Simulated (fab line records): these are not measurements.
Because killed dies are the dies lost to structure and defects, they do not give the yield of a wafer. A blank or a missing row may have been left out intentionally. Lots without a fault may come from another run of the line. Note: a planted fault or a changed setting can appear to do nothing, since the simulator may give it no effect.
Which tool did it? | flow sky130 | 72 wafers from 24 lots sampled at 3 of the route's 708 steps

## WHAT THE GAUGES READ, wafer by wafer
SKY_METAL1_THK_MEAS_06: measures by xrf. Usual: for METAL1_ALCU_THK the level is 247 nm and the standard deviation is 3.4.
lot  | measured     | on            | METAL1_ALCU_THK (nm) | flag
L074 | day 31 01:31 | film_metro-02 | 246 248 245          |
L075 | day 31 16:40 | film_metro-04 | 243 243 244          |
L076 | day 32 03:03 | film_metro-04 | 248 249 250          |
L077 | day 32 06:26 | film_metro-04 | 249 246 246          |
L078 | day 32 23:57 | film_metro-03 | 247 245 246          |
L079 | day 33 00:47 | film_metro-04 | 253 249 253          |
L080 | day 33 11:48 | film_metro-03 | 249 251 249          |
L081 | day 33 19:17 | film_metro-03 | 243 247 248          |
L082 | day 34 03:26 | film_metro-02 | 245 245 245          |
L083 | day 35 02:32 | film_metro-03 | 242 240 240          |
L084 | day 35 05:30 | film_metro-03 | 249 247 246          |
L085 | day 35 07:56 | film_metro-03 | 251 241 242          |
L086 | day 36 00:29 | film_metro-02 | 251 252 251          |
L087 | day 36 16:07 | film_metro-03 | 246 249 246          |
L088 | day 37 02:37 | film_metro-02 | 244 245 245          |
L089 | day 37 08:40 | film_metro-04 | 250 253 251          |
L090 | day 37 09:48 | film_metro-04 | 252 247 248          |
L091 | day 37 12:23 | film_metro-02 | 245 248 243          |
L092 | day 37 13:37 | film_metro-03 | 248 247 249          |
L093 | day 37 17:38 | film_metro-04 | 251 248 251          |
L094 | day 37 23:16 | film_metro-03 | 243 246 242          |
L095 | day 38 22:14 | film_metro-03 | 252 248 251          |
L096 | day 38 23:08 | film_metro-03 | 251 247 251          |
L097 | day 39 13:56 | film_metro-02 | 244 245 246          |

SKY_VIA2_CD_MEAS_12: target cd 200 nm. Usual: 199.8 nm for cd_nm, sd 1.4.
lot  | measured     | on        | cd_nm (nm)        | flag
L074 | day 35 16:49 | cd_sem-02 | 201.0 200.1 199.9 |
L075 | day 36 06:31 | cd_sem-01 | 199.9 201.4 200.5 |
L076 | day 36 18:14 | cd_sem-02 | 199.8 200.7 199.8 |
L077 | day 36 20:45 | cd_sem-01 | 199.4 200.8 202.1 |
L078 | day 37 14:34 | cd_sem-01 | 196.6 197.8 197.7 |
L079 | day 37 14:35 | cd_sem-02 | 199.4 200.0 200.7 |
L080 | day 38 01:42 | cd_sem-01 | 202.2 202.5 203.3 |
L081 | day 38 07:49 | cd_sem-02 | 199.5 198.6 198.2 |
L082 | day 38 15:47 | cd_sem-01 | 200.2 200.3 201.9 |
L083 | day 39 15:23 | cd_sem-01 | 199.4 198.2 198.6 |
L084 | day 39 17:14 | cd_sem-01 | 200.9 201.5 203.2 |
L085 | day 39 19:04 | cd_sem-02 | 199.5 199.8 199.9 |
L086 | day 40 10:24 | cd_sem-01 | 199.2 200.1 199.7 |
L087 | day 41 01:46 | cd_sem-01 | 200.0 201.0 201.0 |
L088 | day 41 10:35 | cd_sem-02 | 198.1 197.9 198.6 |
L089 | day 41 16:16 | cd_sem-01 | 198.4 200.0 199.6 |
L090 | day 41 17:23 | cd_sem-02 | 199.4 199.3 199.3 |
L091 | day 41 20:13 | cd_sem-01 | 200.1 199.9 199.3 |
L092 | day 41 21:07 | cd_sem-02 | 198.1 197.9 199.1 |
L093 | day 42 01:17 | cd_sem-01 | 197.5 199.5 198.9 |
L094 | day 42 05:22 | cd_sem-02 | 200.4 199.7 201.5 |
L095 | day 43 03:21 | cd_sem-02 | 200.3 201.5 202.2 |
L096 | day 43 03:47 | cd_sem-02 | 198.2 199.4 198.7 |
L097 | day 43 15:50 | cd_sem-01 | 199.0 198.0 199.2 |

## TOOL THAT RAN EACH LOT (tool first, then ch and the chambers of the sampled wafers, then the start)
lot  | SKY_VIA1_CMP_24
L074 | cmp-01 ch 1,2,3, day 33 10:09
L075 | cmp-02 ch 0,1,3, day 34 00:06
L076 | cmp-01 ch 0,2,3, day 34 11:12
L077 | cmp-01 ch 0,1, day 34 14:36
L078 | cmp-02 ch 0,1,2, day 35 07:54
L079 | cmp-01 ch 0,2,3, day 35 08:05
L080 | cmp-02 ch 1,2, day 35 20:01
L081 | cmp-02 ch 0,1,3, day 36 02:29
L082 | cmp-02 ch 1,2,3, day 36 10:17
L083 | cmp-01 ch 0,2,3, day 37 10:31
L084 | cmp-01 ch 2,3, day 37 12:38
L085 | cmp-01 ch 0,1, day 37 14:39
L086 | cmp-01 ch 0,3, day 38 06:19
L087 | cmp-01 ch 0,2,3, day 38 22:05
L088 | cmp-02 ch 0,1,2, day 39 07:59
L089 | cmp-01 ch 0,1, day 39 14:18
L090 | cmp-01 ch 0,3, day 39 15:19
L091 | cmp-01 ch 1,3, day 39 17:43
L092 | cmp-01 ch 0,3, day 39 18:02
L093 | cmp-01 ch 0,1,3, day 39 23:18
L094 | cmp-01 ch 0,1, day 40 03:46
L095 | cmp-01 ch 1,2,3, day 41 01:54
L096 | cmp-02 ch 1,2,3, day 41 03:24
L097 | cmp-02 ch 0,1,3, day 41 17:09
- SKY_VIA1_CMP_24: polishes, stops on SiO2, t overpolish 15 s, target thk 0 nm.

## WHAT THE TOOLS THEMSELVES READ (means of the sampled wafers that have a number; where no wafer has one, the mark that the record gives instead)
SKY_VIA1_CMP_24. Usual: motor_current_A 11.4 A, standard deviation 0.98; overpolish_run_s 15.000 s, standard deviation 0.008; time_to_endpoint_s 64 s, standard deviation 3.3.
lot  | tool   | motor_current_A (A) | overpolish_run_s (s) | time_to_endpoint_s (s) | flag
L074 | cmp-01 | 11.9                | 14.994               | 62                     |
L075 | cmp-02 | 10.9                | 15.006               | 60                     |
L076 | cmp-01 | 11.4                | 14.985               | 66                     |
L077 | cmp-01 | 11.1                | 15.000               | 64                     |
L078 | cmp-02 | 11.6                | 15.003               | 60                     |
L079 | cmp-01 | 11.5                | 15.000               | 64                     |
L080 | cmp-02 | 11.1                | 15.003               | 61                     |
L081 | cmp-02 | 10.5                | 15.009               | 61                     |
L082 | cmp-02 | 10.6                | 15.001               | 62                     |
L083 | cmp-01 | 11.7                | 15.002               | 66                     |
L084 | cmp-01 | 12.5                | 14.999               | 65                     |
L085 | cmp-01 | 11.5                | 15.002               | 63                     |
L086 | cmp-01 | 11.2                | 14.999               | 66                     |
L087 | cmp-01 | 11.4                | 15.003               | 64                     |
L088 | cmp-02 | 11.5                | 14.999               | 68                     |
L089 | cmp-01 | 11.2                | 15.004               | 67                     |
L090 | cmp-01 | 11.0                | 14.998               | 73                     |
L091 | cmp-01 | 11.6                | 15.009               | 64                     |
L092 | cmp-01 | 11.3                | 14.994               | 68                     |
L093 | cmp-01 | 11.5                | 14.998               | 65                     |
L094 | cmp-01 | 10.8                | 15.003               | 67                     |
L095 | cmp-01 | 12.2                | 15.007               | 67                     |
L096 | cmp-02 | 10.6                | 14.992               | 64                     |
L097 | cmp-02 | 10.3                | 15.002               | 63                     |

## THE ANSWER, worked out from the rows above alone
Rule: a lot is off if the mean of its wafers that have a number lies more than 3 standard deviations from the usual mean. A lot without any number at a reading at which 4 lots or more have one is off too. Where the step has rows for the other lots, those lots are counted as sound. First the gauges in route order, then the tools' own readings, where a lot's mean is used as printed above. At the first step where some lot is off, the reading lying furthest off is the one used; lots without a number count as furthest.
Nothing can be told from this: no lot is off at any reading shown.

## WHAT HAD BEEN PUT IN BY THE SIMULATOR
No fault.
